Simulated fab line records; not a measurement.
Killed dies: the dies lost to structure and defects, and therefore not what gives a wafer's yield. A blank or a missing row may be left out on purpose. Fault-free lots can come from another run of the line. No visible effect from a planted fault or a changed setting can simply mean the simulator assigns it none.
fab line records | flow sky130
record lots=5 | wafers=15 | lastDay=49
route steps=708 shown GATE_OXIDE@187 POLY_GATE@204 RES_PROTECT@206 PAD_OPEN@708
lots that met no fault: taken from a fault-free run of the same line
startH: start of the lot's first displayed wafer, in hours after the record's first day | waitH: how many hours have passed since the lot's step before this one | " identical to the entry in the row above | L1.1+2: several wafers, shown together as one row | - either no value or no given start | * or withheld: withheld | < > ~ a bound
route shown NAME@n: NAME is a module with steps in the file, n the number in the route of the first one | usual: mean/standard deviation of fault-free wafers | same: alike in all rows | chamber/n: place in a boat | sites: readings site by site | _std_site: standard deviation across them | _edge_site: inner sites' mean taken away from outer sites' mean | radiusMm: for every site, how far away it sits from the centre of the wafer | mask NAME#n: copy n | behind: tool/chamber where the wafer was last shaped | hold: what put the lot on hold/how long, in hours/how the hold closed | device: the n, p or np transistor that did not switch | end of line: tests of these same wafers at the route's end | step lacking rows: just its recipe | killed: dies lost to structure and defects at the first sort, not the wafer's yield | map: dies across one wafer; x = killed, . = not, _ = none there
set.NAME: setting as actually run; set.NAME@STEP: the setting as run at that earlier step | model.NAME: the simulator's own value behind a step, which no gauge read
lots at some steps of the route; a table a step, a row a wafer
services: when a tool's chamber went out of use (startH, in hours from the record's first day, below 0 if earlier), for how many hours, and the reason
## steps
# step SKY_GATE_OXIDE_CLEAN_00
# recipe chemistry=SC1/SC2 | mix=1:4:20 | tempC=70 | timeS=150 | dry=n2Spin
# step SKY_GATE_OXIDE_OXIDATION_01
# recipe tempC=900 | ambient=O2 | stabiliseS=600 | purgeS=300 | targetThkA=102.68 | oxTimeS=1473
# step SKY_GATE_OXIDE_THK_MEAS_02
# recipe reads=SiO2_of_GATE_OXIDE_OXIDATION_01
# usual GATE_OXIDE_OXIDATION_00_THK=10.31/0.15
lot.wafer | tool         | chamber | startH | waitH | GATE_OXIDE_OXIDATION_00_THK[nm]
L614.1    | filmMetro-02 | -       | 326.22 | 0.0   | 10.16
L614.3    | "            | -       | "      | "     | 10.12
L614.4    | "            | -       | "      | "     | 10.25
L616.1    | filmMetro-01 | -       | 357.47 | 0.0   | 10.52
L616.3    | "            | -       | "      | "     | 10.40
L616.6    | "            | -       | "      | "     | 10.47
L621.1    | filmMetro-02 | -       | 387.16 | 0.0   | 10.19
L621.5    | "            | -       | "      | "     | 10.26
L621.6    | "            | -       | "      | "     | 9.95
L625.1    | filmMetro-04 | -       | 408.88 | 0.0   | 10.20
L625.2    | "            | -       | "      | "     | 10.26
L625.5    | "            | -       | "      | "     | 10.17
L626.1    | filmMetro-02 | -       | 413.98 | 0.0   | 10.09
L626.2    | "            | -       | "      | "     | 10.25
L626.6    | "            | -       | "      | "     | 10.05
# step SKY_GATE_OXIDE_DEHYDRATE_03
# recipe tempC=200 | timeS=60
# step SKY_GATE_OXIDE_HMDS_04
# recipe primeTimeS=60 | primeTempC=120
# step SKY_GATE_OXIDE_COAT_05
# recipe resist=NOVOLAK | spinRpm=3000 | resistThkNm=1140
# step SKY_GATE_OXIDE_SOFTBAKE_06
# recipe tempC=90 | timeS=60 | resist=NOVOLAK
# step SKY_GATE_OXIDE_EXPOSE_07
# recipe maskId=LVOM | na=0.6 | sourceShape=conventional | sigmaOuter=0.6 | polarization=unpolarized | targetCdNm=600 | doseMj=170
# step SKY_GATE_OXIDE_PEB_08
# recipe tempC=withheld | timeS=* | resist=NOVOLAK
# step SKY_GATE_OXIDE_DEVELOP_09
# recipe resist=NOVOLAK | developer=TMAH | developTimeS=60 | devTempC=23
# step SKY_GATE_OXIDE_OVL_MEAS_10
# usual GATE_OXIDE_OVL=0.3/1.3
lot.wafer | tool       | chamber | startH | waitH | GATE_OXIDE_OVL[nm]
L614.1    | overlay-02 | -       | 351.41 | 0.1   | -0.2
L614.3    | "          | -       | "      | "     | -1.1
L614.4    | "          | -       | "      | "     | 0.5
L616.1    | overlay-01 | -       | 385.28 | 0.1   | 0.7
L616.3    | "          | -       | "      | "     | -0.6
L616.6    | "          | -       | "      | "     | -0.3
L621.1    | overlay-01 | -       | 416.38 | 0.1   | 2.3
L621.5    | "          | -       | "      | "     | 1.3
L621.6    | "          | -       | "      | "     | 0.7
L625.1    | overlay-02 | -       | 438.81 | 0.1   | 1.7
L625.2    | "          | -       | "      | "     | 2.4
L625.5    | "          | -       | "      | "     | -1.1
L626.1    | overlay-01 | -       | 443.81 | 0.1   | 2.0
L626.2    | "          | -       | "      | "     | 1.3
L626.6    | "          | -       | "      | "     | 1.9
# step SKY_GATE_OXIDE_IMPLANT_11
# recipe species=B | energyKev=10 | doseCm2=2.6e+12 | tiltDeg=withheld
# step SKY_GATE_OXIDE_WET_ETCH_12
# recipe chemistry=dHF | targetDepthNm=16.8 | dry=n2Spin | target=SiO2 | dilution=100:1 | tempC=25 | timeS=336
# usual bathHeatDutyPct=6.1/0.68 | tempC=24.97/0.1
lot.wafer | tool        | chamber | startH | waitH | bathHeatDutyPct | tempC
L614.1    | wetBench-04 | 2       | 351.59 | 0.1   | 6.9             | 24.89
L614.3    | "           | 2       | "      | "     | 6.9             | 24.81
L614.4    | "           | 2       | "      | "     | 5.6             | 25.08
L616.1    | wetBench-04 | 1       | 385.47 | 0.1   | 6.5             | 25.02
L616.3    | "           | 1       | "      | "     | 5.9             | 25.01
L616.6    | "           | 1       | "      | "     | 6.9             | 25.15
L621.1    | wetBench-04 | 3       | 416.57 | 0.1   | 6.0             | 24.91
L621.5    | "           | 3       | "      | "     | 5.4             | 25.15
L621.6    | "           | 3       | "      | "     | 6.0             | 25.00
L625.1    | wetBench-03 | 1       | 438.99 | 0.1   | 6.7             | 24.78
L625.2    | "           | 1       | "      | "     | 5.9             | 24.95
L625.5    | "           | 1       | "      | "     | 6.0             | 24.89
L626.1    | wetBench-03 | 1       | 443.99 | 0.1   | 5.8             | 24.90
L626.2    | "           | 1       | "      | "     | 5.8             | 25.06
L626.6    | "           | 1       | "      | "     | 4.7             | 24.84
# step SKY_GATE_OXIDE_STRIP_13
# recipe chemistry=O2/N2 | powerW=1400 | pressureMtorr=1500 | platenTempC=withheld | o2FlowSccm=3000 | n2FlowSccm=300 | overashFraction=0.5
# usual drypumpMotorCurrentA=5.8/0.39 | oesProductAu=0.716/0.0048 | stripTimeToEndpointS=14.18/0.041
# same overashFraction=0.5
lot.wafer | tool           | chamber | startH | waitH | drypumpMotorCurrentA | oesProductAu | rfHoursCounterH | stripTimeToEndpointS
L614.1    | plasmaAsher-04 | 0       | 351.70 | 0.0   | 6.0                  | 0.720        | 67              | 14.19
L614.3    | "              | 0       | "      | "     | 6.1                  | 0.721        | -               | 14.17
L614.4    | "              | 1       | "      | "     | 5.3                  | 0.719        | -               | 14.19
L616.1    | plasmaAsher-04 | 0       | 385.57 | 0.0   | 6.0                  | 0.717        | 70              | 14.25
L616.3    | "              | 1       | "      | "     | 5.4                  | 0.721        | -               | 14.19
L616.6    | "              | 1       | "      | "     | 5.3                  | 0.711        | -               | 14.25
L621.1    | plasmaAsher-04 | 0       | 416.67 | 0.0   | 6.0                  | 0.724        | 73              | 14.21
L621.5    | "              | 1       | "      | "     | 5.4                  | 0.714        | -               | 14.21
L621.6    | "              | 0       | "      | "     | 6.1                  | 0.717        | -               | 14.20
L625.1    | plasmaAsher-02 | 1       | 439.10 | 0.0   | 5.5                  | 0.712        | 1               | 14.19
L625.2    | "              | 0       | "      | "     | 5.6                  | 0.718        | 1               | 14.16
L625.5    | "              | 1       | "      | "     | 5.5                  | 0.716        | -               | 14.18
L626.1    | plasmaAsher-02 | 1       | 444.10 | 0.0   | 5.5                  | 0.714        | 1               | 14.19
L626.2    | "              | 0       | "      | "     | 5.6                  | 0.715        | 1               | 14.20
L626.6    | "              | 0       | "      | "     | 5.6                  | 0.717        | -               | 14.19
# step SKY_GATE_OXIDE_TW_MEAS_14
# usual GATE_OXIDE_TW=226.6/1.4
lot.wafer | tool         | chamber | startH | waitH | GATE_OXIDE_TW
L614.1    | filmMetro-04 | -       | 351.80 | 0.1   | 226.3
L614.3    | "            | -       | "      | "     | 223.5
L614.4    | "            | -       | "      | "     | 225.0
L616.1    | filmMetro-02 | -       | 385.67 | 0.1   | 228.4
L616.3    | "            | -       | "      | "     | 228.3
L616.6    | "            | -       | "      | "     | 229.0
L621.1    | filmMetro-02 | -       | 416.77 | 0.1   | 226.7
L621.5    | "            | -       | "      | "     | 226.6
L621.6    | "            | -       | "      | "     | 227.3
L625.1    | filmMetro-04 | -       | 439.20 | 0.1   | 226.2
L625.2    | "            | -       | "      | "     | 226.6
L625.5    | "            | -       | "      | "     | 226.5
L626.1    | filmMetro-02 | -       | 444.20 | 0.1   | 228.3
L626.2    | "            | -       | "      | "     | 229.0
L626.6    | "            | -       | "      | "     | 227.4
# step SKY_GATE_OXIDE_CLEAN_15
# recipe chemistry=SC1/SC2 | mix=1:4:20 | tempC=70 | timeS=150 | dry=n2Spin
# step SKY_GATE_OXIDE_OXIDATION_16
# recipe tempC=807 | ambient=O2 | idleTempC=700 | rampUpCPerMin=10 | rampDownCPerMin=3 | stabiliseS=600 | purgeS=300 | targetThkA=35.7 | oxTimeS=1915
# step SKY_POLY_GATE_CVD_00
# recipe material=poly-Si | targetThkNm=180 | tempC=620 | timeS=720 | pressureMtorr=200
# step SKY_POLY_GATE_THK_MEAS_01
# recipe reads=poly-Si_of_POLY_GATE_CVD_00
# usual POLY_GATE_CVD_00_THK=180.8/2.3
lot.wafer | tool         | chamber | startH | waitH | POLY_GATE_CVD_00_THK[nm]
L614.1    | filmMetro-01 | -       | 356.23 | 0.0   | 181.7
L614.3    | "            | -       | "      | "     | 181.4
L614.4    | "            | -       | "      | "     | 180.4
L616.1    | filmMetro-04 | -       | 389.43 | 0.0   | 181.3
L616.3    | "            | -       | "      | "     | 182.2
L616.6    | "            | -       | "      | "     | 181.4
L621.1    | filmMetro-04 | -       | 420.96 | 0.0   | 182.8
L621.5    | "            | -       | "      | "     | 181.0
L621.6    | "            | -       | "      | "     | 180.5
L625.1    | filmMetro-04 | -       | 442.05 | 0.0   | 180.7
L625.2    | "            | -       | "      | "     | 180.3
L625.5    | "            | -       | "      | "     | 182.3
L626.1    | filmMetro-03 | -       | 447.05 | 0.0   | 180.0
L626.2    | "            | -       | "      | "     | 179.1
L626.6    | "            | -       | "      | "     | 180.5
# step SKY_RES_PROTECT_DEHYDRATE_00
# recipe tempC=200 | timeS=60
# step SKY_RES_PROTECT_HMDS_01
# recipe primeTimeS=60 | primeTempC=120
# step SKY_RES_PROTECT_COAT_02
# recipe resist=NOVOLAK | spinRpm=3000 | resistThkNm=1140
# step SKY_RES_PROTECT_SOFTBAKE_03
# recipe tempC=90 | timeS=60 | resist=NOVOLAK
# step SKY_RES_PROTECT_EXPOSE_04
# recipe maskId=RPM | na=0.6 | sourceShape=conventional | sigmaOuter=0.6 | polarization=unpolarized | targetCdNm=1270 | doseMj=131
# step SKY_RES_PROTECT_PEB_05
# recipe tempC=withheld | timeS=* | resist=NOVOLAK
# step SKY_RES_PROTECT_DEVELOP_06
# recipe resist=NOVOLAK | developer=TMAH | developTimeS=60 | devTempC=23
# step SKY_POLY_GATE_IMPLANT_02
# recipe species=P | energyKev=30 | doseCm2=7.7e+15 | tiltDeg=0
# step SKY_RES_PROTECT_STRIP_07
# recipe chemistry=O2/N2 | powerW=1400 | pressureMtorr=1500 | platenTempC=withheld | o2FlowSccm=3000 | n2FlowSccm=300 | overashFraction=0.5
# usual drypumpMotorCurrentA=5.8/0.32 | oesProductAu=0.518/0.0045 | stripTimeToEndpointS=23.30/0.044
# same overashFraction=0.5
lot.wafer | tool           | chamber | startH | waitH | drypumpMotorCurrentA | oesProductAu | rfHoursCounterH | stripTimeToEndpointS
L614.1    | plasmaAsher-04 | 0       | 383.82 | 0.1   | 6.0                  | 0.521        | 70              | 23.31
L614.3    | "              | 0       | "      | "     | 6.0                  | 0.524        | -               | 23.27
L614.4    | "              | 1       | "      | "     | 5.3                  | 0.512        | -               | 23.28
L616.1    | plasmaAsher-02 | 1       | 419.06 | 0.1   | 5.6                  | 0.520        | 70              | 23.23
L616.3    | "              | 1       | "      | "     | 5.6                  | 0.511        | -               | 23.25
L616.6    | "              | 0       | "      | "     | 5.6                  | 0.519        | -               | 23.20
L621.1    | plasmaAsher-01 | 1       | 451.71 | 0.1   | 6.2                  | 0.511        | 31              | 23.28
L621.5    | "              | 0       | "      | "     | 5.5                  | 0.519        | -               | 23.30
L621.6    | "              | 1       | "      | "     | 6.2                  | 0.512        | -               | 23.33
L625.1    | plasmaAsher-02 | 1       | 472.37 | 0.1   | 5.6                  | 0.518        | 4               | 23.33
L625.2    | "              | 0       | "      | "     | 5.6                  | 0.511        | 4               | 23.34
L625.5    | "              | 0       | "      | "     | 5.6                  | 0.525        | -               | 23.32
L626.1    | plasmaAsher-04 | 1       | 476.26 | 0.1   | 5.3                  | 0.520        | 80              | 23.28
L626.2    | "              | 0       | "      | "     | 6.0                  | 0.521        | 80              | 23.35
L626.6    | "              | 1       | "      | "     | 5.4                  | 0.515        | -               | 23.30
# step SKY_RES_PROTECT_TW_MEAS_08
# usual POLY_GATE_TW=4050/34
lot.wafer | tool         | chamber | startH | waitH | POLY_GATE_TW
L614.1    | filmMetro-02 | -       | 383.92 | 0.1   | 4111
L614.3    | "            | -       | "      | "     | 4081
L614.4    | "            | -       | "      | "     | 4089
L616.1    | filmMetro-03 | -       | 419.16 | 0.1   | 4043
L616.3    | "            | -       | "      | "     | 4023
L616.6    | "            | -       | "      | "     | 4049
L621.1    | filmMetro-03 | -       | 451.81 | 0.1   | 3994
L621.5    | "            | -       | "      | "     | 4001
L621.6    | "            | -       | "      | "     | 3983
L625.1    | filmMetro-03 | -       | 472.47 | 0.1   | 4002
L625.2    | "            | -       | "      | "     | 4032
L625.5    | "            | -       | "      | "     | 4037
L626.1    | filmMetro-03 | -       | 476.36 | 0.1   | 4023
L626.2    | "            | -       | "      | "     | 4049
L626.6    | "            | -       | "      | "     | 4031
# step SKY_RES_PROTECT_CLEAN_09
# recipe chemistry=SC1/SC2 | mix=1:4:20 | tempC=70 | timeS=150 | dry=n2Spin
# step SKY_POLY_GATE_CVD_03
# recipe material=Si3N4 | precursor=DCS/NH3 | targetThkNm=75 | tempC=770 | timeS=1290 | pressureMtorr=250
# step SKY_POLY_GATE_THK_MEAS_04
# recipe reads=Si3N4_of_POLY_GATE_CVD_03
# usual POLY_GATE_CVD_03_THK=75.3/0.6
lot.wafer | tool         | chamber | startH | waitH | POLY_GATE_CVD_03_THK[nm]
L614.1    | filmMetro-01 | -       | 386.55 | 0.0   | 75.2
L614.3    | "            | -       | "      | "     | 74.5
L614.4    | "            | -       | "      | "     | 75.1
L616.1    | filmMetro-04 | -       | 425.21 | 0.0   | 74.8
L616.3    | "            | -       | "      | "     | 75.3
L616.6    | "            | -       | "      | "     | 75.0
L621.1    | filmMetro-03 | -       | 454.34 | 0.0   | 76.7
L621.5    | "            | -       | "      | "     | 76.4
L621.6    | "            | -       | "      | "     | 76.5
L625.1    | filmMetro-01 | -       | 476.94 | 0.0   | 75.2
L625.2    | "            | -       | "      | "     | 75.1
L625.5    | "            | -       | "      | "     | 73.9
L626.1    | filmMetro-04 | -       | 479.88 | 0.0   | 76.2
L626.2    | "            | -       | "      | "     | 75.8
L626.6    | "            | -       | "      | "     | 75.0
# step SKY_POLY_GATE_DEHYDRATE_05
# recipe tempC=200 | timeS=60
# step SKY_POLY_GATE_HMDS_06
# recipe primeTimeS=60 | primeTempC=120
# step SKY_POLY_GATE_COAT_07
# recipe resist=BARC | tempC=withheld | timeS=withheld | spinRpm=3000 | resistThkNm=110
# step SKY_POLY_GATE_COAT_08
# recipe resist=KrF-thick | spinRpm=3000 | resistThkNm=450
# step SKY_POLY_GATE_SOFTBAKE_09
# recipe tempC=100 | timeS=91.16 | resist=KrF-thick
# usual plateSensorTCentreC=100.88/0.01 | plateSensorTEdgeC=100.95/0.0098
lot.wafer | tool          | chamber | startH | waitH | plateSensorTCentreC | plateSensorTEdgeC
L614.1    | lithoTrack-03 | 0       | -      | -     | 100.88              | 100.95
L614.3    | "             | 0       | "      | "     | 100.90              | 100.95
L614.4    | "             | 0       | "      | "     | 100.88              | 100.95
L616.1    | lithoTrack-03 | 0       | -      | -     | 100.89              | 100.96
L616.3    | "             | 0       | "      | "     | 100.88              | 100.96
L616.6    | "             | 0       | "      | "     | 100.87              | 100.95
L621.1    | lithoTrack-02 | 0       | -      | -     | 100.87              | 100.96
L621.5    | "             | 0       | "      | "     | 100.89              | 100.95
L621.6    | "             | 0       | "      | "     | 100.88              | 100.97
L625.1    | lithoTrack-02 | 0       | -      | -     | 100.88              | 100.98
L625.2    | "             | 0       | "      | "     | 100.92              | 100.93
L625.5    | "             | 0       | "      | "     | 100.87              | 100.95
L626.1    | lithoTrack-03 | 0       | -      | -     | 100.89              | 100.96
L626.2    | "             | 0       | "      | "     | 100.90              | 100.96
L626.6    | "             | 0       | "      | "     | 100.90              | 100.96
# step SKY_POLY_GATE_EXPOSE_10
# recipe maskId=P1M | na=0.68 | sourceShape=conventional | sigmaOuter=0.6 | targetCdNm=150 | doseMj=28
# step SKY_POLY_GATE_PEB_11
# recipe pebTempC=withheld | pebTimeS=withheld | resist=KrF-thick
# step SKY_POLY_GATE_DEVELOP_12
# recipe developTimeS=60 | resist=KrF-thick | devTempC=21
# step SKY_POLY_GATE_CD_MEAS_13
# recipe targetCdNm=150
# usual cdNm=149.8/1.4
lot.wafer | tool     | chamber | startH | waitH | cdNm
L614.1    | cdSem-01 | -       | 414.87 | -     | 150.5
L614.3    | "        | -       | "      | "     | 150.0
L614.4    | "        | -       | "      | "     | 150.3
L616.1    | cdSem-01 | -       | 455.51 | -     | 149.9
L616.3    | "        | -       | "      | "     | 149.1
L616.6    | "        | -       | "      | "     | 149.8
L621.1    | cdSem-01 | -       | 485.41 | -     | 149.2
L621.5    | "        | -       | "      | "     | 150.4
L621.6    | "        | -       | "      | "     | 150.0
L625.1    | cdSem-01 | -       | 506.92 | -     | 147.5
L625.2    | "        | -       | "      | "     | 148.6
L625.5    | "        | -       | "      | "     | 149.0
L626.1    | cdSem-01 | -       | 510.38 | -     | 147.6
L626.2    | "        | -       | "      | "     | 147.0
L626.6    | "        | -       | "      | "     | 147.3
# step SKY_POLY_GATE_OVL_MEAS_14
# usual POLY_GATE_OVL=-2/5.8
lot.wafer | tool       | chamber | startH | waitH | POLY_GATE_OVL[nm]
L614.1    | overlay-01 | -       | 414.99 | 0.1   | -14
L614.3    | "          | -       | "      | "     | -5
L614.4    | "          | -       | "      | "     | -1
L616.1    | overlay-02 | -       | 455.63 | 0.1   | -8
L616.3    | "          | -       | "      | "     | 1
L616.6    | "          | -       | "      | "     | -6
L621.1    | overlay-01 | -       | 485.53 | 0.1   | -6
L621.5    | "          | -       | "      | "     | -7
L621.6    | "          | -       | "      | "     | 0
L625.1    | overlay-02 | -       | 507.04 | 0.1   | -4
L625.2    | "          | -       | "      | "     | 4
L625.5    | "          | -       | "      | "     | 0
L626.1    | overlay-02 | -       | 510.50 | 0.1   | 3
L626.2    | "          | -       | "      | "     | 2
L626.6    | "          | -       | "      | "     | -4
# step SKY_PAD_OPEN_PROBE_99
# usual killed_at_M0_to_M3=44/6.8 | killed_at_M4_up=3.1/1.8 | killedAtContacts=25/5.2 | killedAtFrontEnd=15/4.1 | killedAtOther=0.3/0.62 | killedDies=88/9.4 | killedOpen=48/7.1 | killedShort=40/6.1
# same grossDies=492 | killedAtBackSide=0
lot.wafer | tool      | chamber | startH  | waitH | hold                    | killed_at_M0_to_M3 | killed_at_M4_up | killedAtContacts | killedAtFrontEnd | killedAtOther | killedDies | killedOpen | killedShort
L614.1    | prober-02 | -       | 1106.18 | 0.1   | -                       | 39                 | 5               | 22               | 14               | 0             | 80         | 42         | 38
L614.3    | prober-02 | -       | 1106.28 | 0.2   | -                       | 50                 | 4               | 28               | 14               | 0             | 96         | 60         | 36
L614.4    | prober-02 | -       | 1106.33 | 0.2   | -                       | 46                 | 5               | 23               | 9                | 1             | 84         | 43         | 41
L616.1    | prober-02 | -       | 1130.83 | 0.1   | -                       | 47                 | 3               | 23               | 8                | 0             | 81         | 45         | 36
L616.3    | prober-02 | -       | 1130.93 | 0.2   | -                       | 49                 | 1               | 27               | 13               | 0             | 90         | 58         | 32
L616.6    | prober-02 | -       | 1131.08 | 0.2   | -                       | 46                 | 2               | 33               | 10               | 3             | 94         | 50         | 44
L621.1    | prober-01 | -       | 1153.13 | 0.1   | -                       | 38                 | 7               | 32               | 14               | 0             | 91         | 47         | 44
L621.5    | prober-01 | -       | 1153.33 | 0.2   | -                       | 43                 | 3               | 17               | 18               | 0             | 81         | 52         | 29
L621.6    | prober-01 | -       | 1153.38 | 0.2   | -                       | 48                 | 6               | 25               | 15               | 0             | 94         | 46         | 48
L625.1    | prober-01 | -       | 1164.10 | 0.1   | -                       | 46                 | 4               | 24               | 18               | 0             | 92         | 54         | 36
L625.2    | prober-01 | -       | 1164.15 | 0.1   | -                       | 50                 | 4               | 25               | 24               | 1             | 104        | 57         | 46
L625.5    | prober-01 | -       | 1164.30 | 0.2   | -                       | 43                 | 4               | 21               | 18               | 0             | 86         | 48         | 38
L626.1    | prober-02 | -       | 1165.38 | 0.1   | awaitDispo/1.5h/release | 60                 | 3               | 20               | 53               | 0             | 136        | 51         | 47
L626.2    | prober-02 | -       | 1165.43 | 0.1   | awaitDispo/1.5h/release | 34                 | 3               | 26               | 55               | 0             | 118        | 38         | 42
L626.6    | prober-02 | -       | 1165.63 | 0.2   | awaitDispo/1.5h/release | 51                 | 1               | 22               | 54               | 0             | 128        | 50         | 42
# killed by level:class
L614.1 VIA1:geometricParticle:open=7 VIA3:geometricParticle:open=7 LI_CONTACT:geometricParticle:open=6 CONTACT:geometricParticle:short=6 LOCAL_INTERCONNECT:geometricParticle:short=6 VIA1:geometricParticle:short=6 METAL1:geometricParticle:short=5 METAL2:geometricParticle:short=5
L614.3 CONTACT:geometricParticle:open=12 VIA3:geometricParticle:open=11 VIA1:geometricParticle:open=10 VIA2:geometricParticle:open=10 VIA1:geometricParticle:short=8 FIELD_ISO:geometricParticle:short=5 LOCAL_INTERCONNECT:geometricParticle:short=5 FIELD_ISO:geometricParticle:open=4
L614.4 VIA1:geometricParticle:open=10 CONTACT:geometricParticle:open=8 METAL2:geometricParticle:short=7 LI_CONTACT:geometricParticle:open=6 METAL1:geometricParticle:short=6 METAL4:geometricParticle:short=5 VIA1:geometricParticle:short=5 VIA3:geometricParticle:open=5
L616.1 VIA1:geometricParticle:open=16 LI_CONTACT:geometricParticle:open=7 CONTACT:geometricParticle:open=7 METAL2:geometricParticle:short=7 VIA2:geometricParticle:open=7 VIA1:geometricParticle:short=5 CONTACT:geometricParticle:short=4 VIA3:geometricParticle:open=4
L616.3 VIA1:geometricParticle:open=15 CONTACT:geometricParticle:open=13 VIA2:geometricParticle:open=12 VIA1:geometricParticle:short=7 CONTACT:geometricParticle:short=6 LI_CONTACT:geometricParticle:open=5 FIELD_ISO:geometricParticle:open=4 METAL1:geometricParticle:short=4
L616.6 CONTACT:geometricParticle:open=10 VIA1:geometricParticle:open=10 VIA2:geometricParticle:open=9 CONTACT:geometricParticle:short=9 METAL2:geometricParticle:short=7 LI_CONTACT:geometricParticle:open=6 METAL1:geometricParticle:short=5 VIA1:geometricParticle:short=5
L621.1 CONTACT:geometricParticle:open=10 VIA1:geometricParticle:open=9 CONTACT:geometricParticle:short=9 LI_CONTACT:geometricParticle:open=6 LOCAL_INTERCONNECT:geometricParticle:short=6 VIA3:geometricParticle:open=5 VIA2:geometricParticle:open=5 METAL2:geometricParticle:short=5
L621.5 VIA3:geometricParticle:open=14 VIA1:geometricParticle:open=8 VIA2:geometricParticle:open=8 VIA1:geometricParticle:short=7 POLY_GATE:geometricParticle:short=6 CONTACT:geometricParticle:open=6 LI_CONTACT:geometricParticle:open=6 FIELD_ISO:geometricParticle:open=5
L621.6 CONTACT:geometricParticle:open=10 METAL1:geometricParticle:short=8 VIA1:geometricParticle:open=7 METAL2:geometricParticle:short=7 VIA2:geometricParticle:open=7 LI_CONTACT:geometricParticle:open=6 CONTACT:geometricParticle:short=6 VIA1:geometricParticle:short=6
L625.1 VIA2:geometricParticle:open=10 CONTACT:geometricParticle:open=9 VIA1:geometricParticle:open=9 LI_CONTACT:geometricParticle:open=8 METAL1:geometricParticle:short=8 POLY_GATE:geometricParticle:open=5 FIELD_ISO:geometricParticle:short=4 POLY_GATE:geometricParticle:short=4
L625.2 VIA1:geometricParticle:open=11 CONTACT:geometricParticle:open=9 VIA2:geometricParticle:open=9 FIELD_ISO:geometricParticle:open=8 VIA3:geometricParticle:open=7 METAL1:geometricParticle:short=6 FIELD_ISO:geometricParticle:short=5 LI_CONTACT:geometricParticle:open=5
L625.5 VIA1:geometricParticle:open=13 VIA2:geometricParticle:open=9 VIA3:geometricParticle:open=8 FIELD_ISO:geometricParticle:short=7 LI_CONTACT:geometricParticle:open=4 LI_CONTACT:geometricParticle:short=4 VIA1:geometricParticle:short=4 LOCAL_INTERCONNECT:geometricParticle:short=4
L626.1 GATE_OXIDE:unspecified=38 VIA1:geometricParticle:open=14 CONTACT:geometricParticle:open=13 METAL1:geometricParticle:short=10 VIA1:geometricParticle:short=8 VIA3:geometricParticle:open=7 POLY_GATE:geometricParticle:short=6 VIA2:geometricParticle:open=6
L626.2 GATE_OXIDE:unspecified=38 LI_CONTACT:geometricParticle:open=8 CONTACT:geometricParticle:open=8 VIA1:geometricParticle:open=8 METAL1:geometricParticle:short=7 LOCAL_INTERCONNECT:geometricParticle:short=6 POLY_GATE:geometricParticle:open=4 POLY_GATE:geometricParticle:short=4
L626.6 GATE_OXIDE:unspecified=36 VIA1:geometricParticle:open=15 VIA1:geometricParticle:short=7 VIA2:geometricParticle:open=7 VIA3:geometricParticle:open=7 METAL2:geometricParticle:short=6 LI_CONTACT:geometricParticle:short=6 LI_CONTACT:geometricParticle:open=6
# map L626.1 (x killed, . not)
__________..x...xx.x_________
________.xx..xx......._______
______..x....x...x.xxx.x_____
_____xxx......xx.xx.....x____
____x.x....xx..x.x....x...___
___....x......x....x....x..__
__......x..x......x......x.._
_x.......x......x...xx.x...x.
_.x.xx...x....x....x.x..x....
_............x....x.........x
_.x.x....x...x..........x..xx
_...x...x..............x.....
_.x......xx.x..x....xx.......
_x.....x....x.x...x....x.xx..
_...x..xxx...x............x..
__......x.x................x_
___..........x.xxx.........__
____.x.x.xx.xxxxxx........___
_____.....xxxxxxxxx......____
______.....xxxxxxxx..x.._____
________...xxxxxxxx..._______
__________.x.xxxx..x_________
# map L625.2 (x killed, . not)
__________.x.......x_________
________x.....x......x_______
______.x.......x......x._____
_____x..xx.x..x...x..x.x.____
____..x.......x.x.........___
___xx......xx....x...x.....__
__x..x..x...xx.xx...x.x..xx._
_...........x............x...
_.x....x.....xx......x.....x.
_x...........x............x..
_....x.x..x.x.x.....x........
_............x....x..x.......
_...x...x...x...........x.x..
_x..x.....x.....x..........x.
_.x...x.x...xx..x..x...x..x.x
__..x....x..x.......x......._
___....x....x.x..xx..x..x..__
____....x..x....x...x.x.x.___
_____........x.x......x..____
______.x..........x....._____
________.......xx..x.x_______
__________.x.x......_________
## services
tool           | chamber | startH | hours | kind
plasmaAsher-01 | -       | 328.56 | 1.8   | repair
plasmaAsher-01 | -       | 338.41 | 5.7   | repair
plasmaAsher-01 | -       | 401.96 | 5.5   | repair
plasmaAsher-02 | -       | 421.25 | 9.0   | pm
plasmaAsher-02 | 0       | 421.25 | 9.0   | ventCycle
plasmaAsher-02 | 1       | 421.25 | 9.0   | ventCycle
plasmaAsher-04 | -       | 423.73 | 0.3   | repair
plasmaAsher-02 | 0       | 430.25 | -     | clean
plasmaAsher-02 | 1       | 430.25 | -     | clean
plasmaAsher-01 | -       | 455.59 | 0.7   | repair
## key
firstSign step=SKY_PAD_OPEN_PROBE_99 | reading=killedAtFrontEnd | direction=up | sigmas=9.4 | usual=15 | struck=54
effect step=SKY_PAD_OPEN_PROBE_99 | reading=killedDies | direction=up | sigmas=4.2 | usual=88 | struck=127
metAt SKY_GATE_OXIDE_WET_ETCH_12
struckWafers L626.1,L626.2,L626.6
testerLeftOut L626
onsetBetween 438.99 443.99
alsoFits time
fault kind=chamberParticleSource | tool=wetBench-03 | chamber=1 | onsetH=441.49 | steps=SKY_GATE_OXIDE_WET_ETCH_12 | ratePerVisitCm2=0.52103 | endH=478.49
# testerLeftOut: of these lots the tester's yield and bins aren't shown, on N5 and GAA mostly nor the transistor test; their killed dies are dies lost to structure and defects alone, not to doping, threshold or leakage, so they don't give the yield
